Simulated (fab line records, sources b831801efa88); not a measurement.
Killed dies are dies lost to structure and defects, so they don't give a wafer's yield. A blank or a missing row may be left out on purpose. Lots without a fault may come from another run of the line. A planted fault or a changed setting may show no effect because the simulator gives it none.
Which tool did it? | flow gf180mcu | 13 lots, 39 wafers sampled, at 3 steps of a route of 602

WHAT THE GAUGES READ, wafer by wafer
GF_HV_LDD_TW_MEAS_23. Usual: HV_LDD_2_TW 1062, standard deviation 13.
lot  | measured     | on            | HV_LDD_2_TW    | flag
L202 | day 11 01:41 | film_metro-03 | 1049 1038 1048 |
L204 | day 11 22:04 | film_metro-02 | 1066 1070 1057 |
L203 | day 11 22:22 | film_metro-03 | 1053 1050 1047 |
L205 | day 12 10:43 | film_metro-02 | 1053 1051 1057 |
L206 | day 12 12:48 | film_metro-04 | 1081 1083 1079 |
L207 | day 12 20:13 | film_metro-02 | 1053 1053 1052 |
L209 | day 13 07:15 | film_metro-02 | 1062 1060 1061 |
L210 | day 13 08:52 | film_metro-04 | 1081 1084 1078 |
L214 | day 14 14:25 | film_metro-04 | 1080 1074 1082 |
L215 | day 14 14:31 | film_metro-02 | 1060 1057 1054 |
L216 | day 14 23:42 | film_metro-02 | 1064 1058 1061 |
L217 | day 15 07:37 | film_metro-02 | 980 975 981    | OFF
L218 | day 15 19:23 | film_metro-03 | 976 978 976    | OFF

GF_CONTACT_THK_MEAS_03. Usual: CONTACT_CVD_02_THK 862 nm, standard deviation 11.
lot  | measured     | on            | CONTACT_CVD_02_THK (nm) | flag
L202 | day 14 19:13 | film_metro-04 | 849 854 875             |
L204 | day 15 20:17 | film_metro-03 | 855 854 881             |
L203 | day 15 21:02 | film_metro-02 | 853 865 864             |
L205 | day 16 08:33 | film_metro-03 | 849 871 861             |
L206 | day 16 14:40 | film_metro-04 | 861 867 879             |
L207 | day 16 21:09 | film_metro-04 | 871 881 882             |
L209 | day 17 18:22 | film_metro-04 | 865 857 865             |
L210 | day 17 19:08 | film_metro-03 | 851 834 848             |
L214 | day 19 15:22 | film_metro-02 | 854 856 865             |
L215 | day 19 16:54 | film_metro-03 | 859 865 863             |
L216 | day 20 01:18 | film_metro-04 | 851 857 856             |
L217 | day 20 07:35 | film_metro-02 | 870 867 869             |
L218 | day 20 20:50 | film_metro-04 | 862 857 862             |

WHICH TOOL RAN EACH LOT (tool, then ch and the chambers of the sampled wafers, then the start)
lot  | GF_HV_LDD_IMPLANT_21
L202 | implanter-04 ch 0, day 11 01:26
L204 | implanter-01 ch 0, day 11 21:50
L203 | implanter-01 ch 0, day 11 22:08
L205 | implanter-01 ch 0, day 12 10:29
L206 | implanter-01 ch 0, day 12 12:34
L207 | implanter-01 ch 0, day 12 19:59
L209 | implanter-04 ch 0, day 13 07:00
L210 | implanter-01 ch 0, day 13 08:37
L214 | implanter-04 ch 0, day 14 14:10
L215 | implanter-01 ch 0, day 14 14:16
L216 | implanter-04 ch 0, day 14 23:27
L217 | implanter-01 ch 0, day 15 07:24
L218 | implanter-01 ch 0, day 15 19:10
- GF_HV_LDD_IMPLANT_21

WHAT THE TOOLS THEMSELVES READ (means of the sampled wafers that have a number; where no wafer has one, the mark that the record gives instead)
GF_HV_LDD_IMPLANT_21. Usual: dose_ions_cm2 5e+13, standard deviation 5.7e+10; faraday_current_uA 282, standard deviation 5.6.
lot  | tool         | dose_ions_cm2 | faraday_current_uA | flag
L202 | implanter-04 | 5e+13         | 281                |
L204 | implanter-01 | 5e+13         | 284                |
L203 | implanter-01 | 5e+13         | 287                |
L205 | implanter-01 | 5e+13         | 286                |
L206 | implanter-01 | 5e+13         | 279                |
L207 | implanter-01 | 5e+13         | 284                |
L209 | implanter-04 | 5e+13         | 283                |
L210 | implanter-01 | 5e+13         | 281                |
L214 | implanter-04 | 5e+13         | 277                |
L215 | implanter-01 | 5e+13         | 283                |
L216 | implanter-04 | 5e+13         | 279                |
L217 | implanter-01 | 4e+13         | 224                | OFF
L218 | implanter-01 | 4e+13         | 223                | OFF

THE ANSWER, worked out from the rows above alone
Rule: a lot is off if the mean of its wafers that have a number lies more than 3 standard deviations from the usual mean. A lot without any number at a reading at which 4 lots or more have one is off too. The other lots that the step has rows for count as sound. The gauges are gone through in route order, then the tools' own readings, and for those a lot's mean is taken as printed above. The first step at which some lot is off is used, and at that step the reading that is off furthest; a lot without a number counts as furthest.
Off: L217, L218, at GF_HV_LDD_TW_MEAS_23 (HV_LDD_2_TW).
A tool fits if, at a process step before that reading, it ran every lot that is off, and no sound lot after the first of them. The gauges at GF_HV_LDD_TW_MEAS_23 aren't tried: what is off there is off at GF_HV_LDD_IMPLANT_21 too, on other tools, and a gauge's error can't cause that. One fits: implanter-01 at GF_HV_LDD_IMPLANT_21. Its last sound lot is L215 (day 14 14:16), its first lot that is off L217 (day 15 07:24): a fault that began between those two fits.
The tool's own readings at GF_HV_LDD_IMPLANT_21 bear it out: on the lots that are off they differ by more than 5 times the standard deviation of the sound lots' means. dose_ions_cm2 reads 4e+13 there against 5e+13 on the sound lots; faraday_current_uA reads 224 there against 282 on the sound lots.

WHAT THE SIMULATOR HAD PUT IN
Process parameter drift: implanter-01, from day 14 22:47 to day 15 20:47, at GF_HV_LDD_IMPLANT_21. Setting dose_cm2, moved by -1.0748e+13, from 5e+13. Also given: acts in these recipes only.
Lots struck among those shown: L217, L218. The rule above found the same.
